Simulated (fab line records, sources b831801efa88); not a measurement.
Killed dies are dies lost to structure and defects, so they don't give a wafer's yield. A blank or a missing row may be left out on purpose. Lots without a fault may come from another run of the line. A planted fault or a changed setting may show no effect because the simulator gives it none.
Which tool did it? | flow sky130 | 6 lots, 18 wafers sampled, at 3 steps of a route of 708

WHAT THE GAUGES READ, wafer by wafer
SKY_SONOS_ONO_THK_MEAS_01.
lot  | measured     | on            | SONOS_ONO_OXIDATION_THK (nm)
L398 | day 11 21:02 | film_metro-04 | 2.56 2.46 2.54
L407 | day 14 18:45 | film_metro-03 | 2.07 2.09 2.06
L412 | day 16 08:31 | film_metro-03 | 2.61 2.62 2.52
L414 | day 17 05:34 | film_metro-04 | 2.62 2.66 2.62
L416 | day 18 08:12 | film_metro-03 | 2.54 2.61 2.58
L418 | day 18 16:16 | film_metro-03 | 2.59 2.60 2.60

WHICH TOOL RAN EACH LOT (tool, then ch and the chambers of the sampled wafers, then the start)
lot  | SKY_NWELL_RTA_28                 | SKY_SONOS_ONO_OXIDATION_00
L398 | rtp_anneal-02 ch 0, day 5 14:42  | furnace-01 ch 0, day 11 19:41
L407 | rtp_anneal-01 ch 0, day 7 18:57  | furnace-01 ch 0, day 14 17:23
L412 | rtp_anneal-02 ch 0, day 9 01:00  | furnace-02 ch 0, day 16 07:10
L414 | rtp_anneal-01 ch 0, day 9 17:07  | furnace-02 ch 0, day 17 04:13
L416 | rtp_anneal-02 ch 0, day 10 15:07 | furnace-02 ch 0, day 18 06:51
L418 | rtp_anneal-02 ch 0, day 10 18:45 | furnace-01 ch 0, day 18 14:56
- SKY_NWELL_RTA_28: time 30 s.
- SKY_SONOS_ONO_OXIDATION_00: stabilise 600 s, purge 300 s, target thk 2.6 nm.

THE ANSWER, worked out from the rows above alone
Rule: what is usual is taken from the lots themselves. Put in order of their means at a reading, lots are off if they are a third of the lots or fewer, leave a main group of 4 or more, and stand apart from it by a gap of 3 or more times the standard deviation of the main group's means; of several such gaps the widest counts. A main group whose means are all the same, to the digits that the tables above print for the reading, isn't used. A lot without any number at a reading at which 4 lots or more have one is off too. The other lots that the step has rows for count as sound.
Off: L407, at SKY_SONOS_ONO_THK_MEAS_01 (SONOS_ONO_OXIDATION_THK). The main group: mean 2.58 nm, standard deviation 0.037.
A tool fits if, at a process step before that reading, it ran every lot that is off, and no sound lot after the first of them. The gauges at SKY_SONOS_ONO_THK_MEAS_01 are tried like those tools. None of those tried fits.

WHAT THE SIMULATOR HAD PUT IN
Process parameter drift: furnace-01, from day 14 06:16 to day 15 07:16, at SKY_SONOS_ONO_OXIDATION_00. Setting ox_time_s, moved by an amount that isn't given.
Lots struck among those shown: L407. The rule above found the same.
